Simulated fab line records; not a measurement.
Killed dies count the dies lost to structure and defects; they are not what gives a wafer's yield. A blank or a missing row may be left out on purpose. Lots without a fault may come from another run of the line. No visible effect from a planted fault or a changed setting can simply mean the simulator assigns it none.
fab line records    flow sky130    part 2 of 2: steps 33 to 44 of 44
record lots=5  wafers=15  last_day=50
route steps=708 shown LDD_HVP@286 LDD_LDN@289 SPACER@304 POLY_CUT@307 SD_P@320
lots with no fault: from the same line, run without faults
start_h: hours from the record's first day to the start of the lot's first wafer shown    wait_h: hours since the lot's step before    " unchanged from the row above    L1.1+2: a row that stands for several wafers    - no value present, or no start provided    * or withheld: withheld    < > ~ a bound
route shown NAME@n: NAME is a module with steps in the file, n the number in the route of the first one    usual: mean and standard deviation over wafers with no fault    same: alike in all rows    chamber/n: place in a boat    sites: the reading at each site    _std_site: how widely they spread, as a standard deviation    _edge_site: outer sites' mean less inner sites'    radius_mm: for every site, how far away it sits from the centre of the wafer    mask NAME#n: copy n    behind: the most recent tool/chamber to have shaped the wafer    hold: reason for holding the lot/hours on hold/outcome of the hold    device: names the non-switching transistor (n, p or np)    end of line: tests of these same wafers at the route's end    a step with no rows: only its recipe    killed: count of dies lost to structure and defects at first sort (not the wafer's yield)    map: shows each die of a wafer: x if killed, . if not, _ if none is there
set.NAME: the setting that was run; set.NAME@STEP: the one run at that earlier step    model.NAME: the simulator's own value behind a step, which no gauge read
lots at some steps of the route; a table a step, a row a wafer
services: a tool's chamber out of use, with start hour (start_h, from the record's first day; less than 0 if before it), hours out, and reason
## steps
# step SKY_POLY_CUT_ETCH_11
# recipe target=Si3N4  chemistry=CF4/CH2F2/Ar  stop_on=poly-Si  source_w=600  bias_w=150  pressure_mtorr=40  cf4_flow_sccm=40  ch2f2_flow_sccm=20  Ar_flow_sccm=150  time_s=42.5  target_depth_a=600
# usual drypump_motor_current_A=5.6/0.46  oes_product_au=0.830/0.0071  throttle_valve_pct=14.993/0.0088
lot.wafer  tool         chamber  start_h  wait_h  drypump_motor_current_A  oes_product_au  rf_hours_counter_h  throttle_valve_pct
L074.2     rie_diel-02  3        557.86   0.0     6.3                      0.817           1                   14.980
L074.4     "            0        "        "       6.2                      0.822           3                   15.004
L074.5     "            2        "        "       5.7                      0.821           -                   15.002
L077.4     rie_diel-02  1        587.61   0.0     5.6                      0.823           12                  14.986
L077.5     "            2        "        "       5.7                      0.822           -                   14.990
L077.6     "            3        "        "       6.3                      0.824           -                   15.000
L086.2     rie_diel-01  0        669.36   0.0     5.6                      0.837           12                  14.983
L086.3     "            1        "        "       4.7                      0.838           0                   14.983
L086.6     "            1        "        "       4.7                      0.844           -                   14.999
L091.2     rie_diel-01  0        705.46   0.0     5.6                      0.825           13                  14.990
L091.3     "            2        "        "       5.9                      0.819           14                  15.001
L091.6     "            2        "        "       5.9                      0.828           -                   14.987
L096.2     rie_diel-01  1        753.26   0.0     4.7                      0.828           2                   14.981
L096.4     "            2        "        "       5.9                      0.823           15                  14.994
L096.5     "            0        "        "       5.6                      0.830           -                   14.995
# step SKY_POLY_CUT_STRIP_12
# recipe chemistry=O2/N2  power_w=1400  pressure_mtorr=1500  platen_temp_c=withheld  o2_flow_sccm=3000  n2_flow_sccm=300  overash_fraction=0.5
# usual drypump_motor_current_A=5.27/0.26  n2_flow_sccm=300.1/0.92  oes_product_au=0.452/0.0044  strip_time_to_endpoint_s=5.359/0.017
lot.wafer  tool             chamber  start_h  wait_h  drypump_motor_current_A  n2_flow_sccm  oes_product_au  rf_hours_counter_h  strip_time_to_endpoint_s
L074.2     plasma_asher-01  1        557.90   0.0     4.65                     299.9         0.450           43                  5.379
L074.4     "                0        "        "       5.91                     300.7         0.455           -                   5.382
L074.5     "                1        "        "       4.63                     300.6         0.449           -                   5.394
L077.4     plasma_asher-03  1        587.69   0.1     5.19                     299.8         0.446           -                   5.372
L077.5     "                0        "        "       5.42                     300.5         0.447           -                   5.356
L077.6     "                1        "        "       5.17                     300.3         0.448           -                   5.353
L086.2     plasma_asher-03  0        669.40   0.0     5.43                     300.1         0.451           22                  5.361
L086.3     "                1        "        "       5.18                     301.0         0.455           -                   5.378
L086.6     "                0        "        "       5.40                     300.7         0.452           -                   5.344
L091.2     plasma_asher-03  1        705.50   0.0     5.20                     299.5         0.452           26                  5.346
L091.3     "                1        "        "       5.18                     300.4         0.449           -                   5.346
L091.6     "                0        "        "       5.41                     299.8         0.441           -                   5.370
L096.2     plasma_asher-03  1        753.30   0.0     5.18                     299.8         0.446           30                  5.345
L096.4     "                0        "        "       5.42                     300.0         0.446           -                   5.354
L096.5     "                1        "        "       5.18                     299.9         0.448           -                   5.380
# step SKY_SD_P_DEHYDRATE_00
# recipe temp_c=200  time_s=60
lot.wafer   tool            chamber  start_h  wait_h
L074.2+4+5  litho_track-02  0        572.84   14.9
L077.4+5+6  litho_track-04  0        602.29   14.6
L086.2+3+6  litho_track-01  0        682.93   13.5
L091.2+3+6  litho_track-04  0        718.44   12.9
L096.2+4+5  litho_track-02  0        766.34   13.0
# step SKY_SD_P_HMDS_01
# recipe prime_time_s=60  prime_temp_c=120
lot.wafer   tool            chamber  start_h  wait_h
L074.2+4+5  litho_track-02  0        572.99   0.1
L077.4+5+6  litho_track-04  0        602.44   0.1
L086.2+3+6  litho_track-01  0        683.08   0.1
L091.2+3+6  litho_track-04  0        718.59   0.1
L096.2+4+5  litho_track-02  0        766.49   0.1
# step SKY_SD_P_COAT_02
# recipe resist=NOVOLAK  spin_rpm=3000  resist_thk_nm=1140
lot.wafer   tool            chamber  start_h  wait_h
L074.2+4+5  litho_track-02  0        573.14   0.1
L077.4+5+6  litho_track-04  0        602.59   0.1
L086.2+3+6  litho_track-01  0        683.23   0.1
L091.2+3+6  litho_track-04  0        718.74   0.1
L096.2+4+5  litho_track-02  0        766.64   0.1
# step SKY_SD_P_SOFTBAKE_03
# recipe temp_c=90  time_s=60  resist=NOVOLAK
lot.wafer   tool            chamber  start_h  wait_h
L074.2+4+5  litho_track-02  0        573.29   0.1
L077.4+5+6  litho_track-04  0        602.74   0.1
L086.2+3+6  litho_track-01  0        683.38   0.1
L091.2+3+6  litho_track-04  0        718.89   0.1
L096.2+4+5  litho_track-02  0        766.79   0.1
# step SKY_SD_P_EXPOSE_04
# recipe mask_id=PSDM  na=0.6  source_shape=conventional  sigma_outer=0.6  polarization=unpolarized  target_cd_nm=380  dose_mj=138
lot.wafer   tool              chamber  start_h  wait_h  mask
L074.2+4+5  iline_stepper-02  0        -        -       PSDM#0
L077.4+5+6  iline_stepper-01  0        -        -       PSDM#0
L086.2+3+6  iline_stepper-01  0        -        -       PSDM#0
L091.2+3+6  iline_stepper-02  0        -        -       PSDM#0
L096.2+4+5  iline_stepper-01  0        -        -       PSDM#0
# step SKY_SD_P_PEB_05
# recipe temp_c=withheld  time_s=*  resist=NOVOLAK
lot.wafer   tool            chamber  start_h  wait_h
L074.2+4+5  litho_track-01  0        -        -
L077.4+5+6  litho_track-01  0        -        -
L086.2+3+6  litho_track-01  0        -        -
L091.2+3+6  litho_track-02  0        -        -
L096.2+4+5  litho_track-02  0        -        -
# step SKY_SD_P_DEVELOP_06
# recipe resist=NOVOLAK  developer=TMAH  develop_time_s=60  dev_temp_c=23
lot.wafer   tool            chamber  start_h  wait_h
L074.2+4+5  litho_track-01  0        588.13   0.1
L077.4+5+6  litho_track-01  0        616.73   0.1
L086.2+3+6  litho_track-01  0        698.43   0.1
L091.2+3+6  litho_track-02  0        732.49   0.1
L096.2+4+5  litho_track-02  0        779.94   0.1
# step SKY_SD_P_CD_MEAS_07
# recipe target_cd_nm=380
# usual cd_nm=380.4/2.3
lot.wafer  tool       chamber  start_h  wait_h  cd_nm
L074.2     cd_sem-02  -        588.28   0.1     378.1
L074.4     "          -        "        "       379.5
L074.5     "          -        "        "       378.1
L077.4     cd_sem-01  -        616.87   0.1     378.3
L077.5     "          -        "        "       377.8
L077.6     "          -        "        "       379.9
L086.2     cd_sem-01  -        698.58   0.1     377.0
L086.3     "          -        "        "       375.7
L086.6     "          -        "        "       379.2
L091.2     cd_sem-02  -        732.64   0.1     377.2
L091.3     "          -        "        "       378.8
L091.6     "          -        "        "       375.8
L096.2     cd_sem-01  -        780.09   0.1     379.7
L096.4     "          -        "        "       379.9
L096.5     "          -        "        "       379.2
# step SKY_SD_P_OVL_MEAS_08
# usual SD_P_OVL=0.7/1.3
lot.wafer  tool        chamber  start_h  wait_h  SD_P_OVL[nm]
L074.2     overlay-02  -        588.38   0.1     0.5
L074.4     "           -        "        "       -1.1
L074.5     "           -        "        "       0.1
L077.4     overlay-01  -        616.95   0.1     0.2
L077.5     "           -        "        "       0.3
L077.6     "           -        "        "       0.8
L086.2     overlay-01  -        698.68   0.1     2.2
L086.3     "           -        "        "       0.4
L086.6     "           -        "        "       0.8
L091.2     overlay-02  -        732.74   0.1     -0.5
L091.3     "           -        "        "       -1.0
L091.6     "           -        "        "       1.7
L096.2     overlay-02  -        780.19   0.1     -0.7
L096.4     "           -        "        "       0.7
L096.5     "           -        "        "       1.2
# step SKY_SD_P_IMPLANT_09
# recipe species=BF2  energy_kev=20  dose_cm2=3e+15  tilt_deg=0
# usual tilt_deg=-0.001/0.021
# same implant_ion_amu=49
lot.wafer  tool          chamber  start_h  wait_h  tilt_deg
L074.2     implanter-03  0        588.44   0.0     -0.008
L074.4     "             0        "        "       -0.007
L074.5     "             0        "        "       -0.027
L077.4     implanter-04  0        617.04   0.1     -0.015
L077.5     "             0        "        "       -0.006
L077.6     "             0        "        "       -0.009
L086.2     implanter-01  0        698.74   0.0     0.005
L086.3     "             0        "        "       0.005
L086.6     "             0        "        "       -0.005
L091.2     implanter-03  0        732.80   0.0     0.001
L091.3     "             0        "        "       -0.006
L091.6     "             0        "        "       0.018
L096.2     implanter-01  0        780.25   0.0     0.004
L096.4     "             0        "        "       -0.013
L096.5     "             0        "        "       0.016
## services
tool              chamber  start_h  hours  kind
rie_diel-02       -        469.18   2.8    pm
plasma_asher-03   -        476.24   2.8    repair
rie_diel-02       1        492.64   1.3    repair
plasma_asher-03   -        513.85   1.7    repair
rie_diel-02       2        535.68   3.8    repair
rie_diel-01       3        550.73   14.6   repair
iline_stepper-01  -        557.13   1.7    pm
rie_diel-01       2        568.91   1.5    repair
iline_stepper-01  -        583.44   2.1    repair
rie_diel-02       0        607.38   2.1    repair
rie_diel-02       -        618.86   2.3    repair
implanter-01      -        656.63   4.3    repair
rie_diel-01       1        686.70   9.7    repair
rie_diel-01       -        730.91   0.5    repair
implanter-01      -        732.98   4.7    repair
implanter-02      -        742.73   1.7    repair
iline_stepper-01  -        743.15   4.7    repair
implanter-02      -        745.39   84.3   pm
implanter-01      -        748.68   2.0    repair
implanter-01      -        757.71   1.0    repair
implanter-01      -        768.72   2.0    repair
rie_diel-01       3        770.21   16.2   repair
iline_stepper-01  -        775.27   1.7    pm
rie_diel-01       2        780.17   17.8   repair
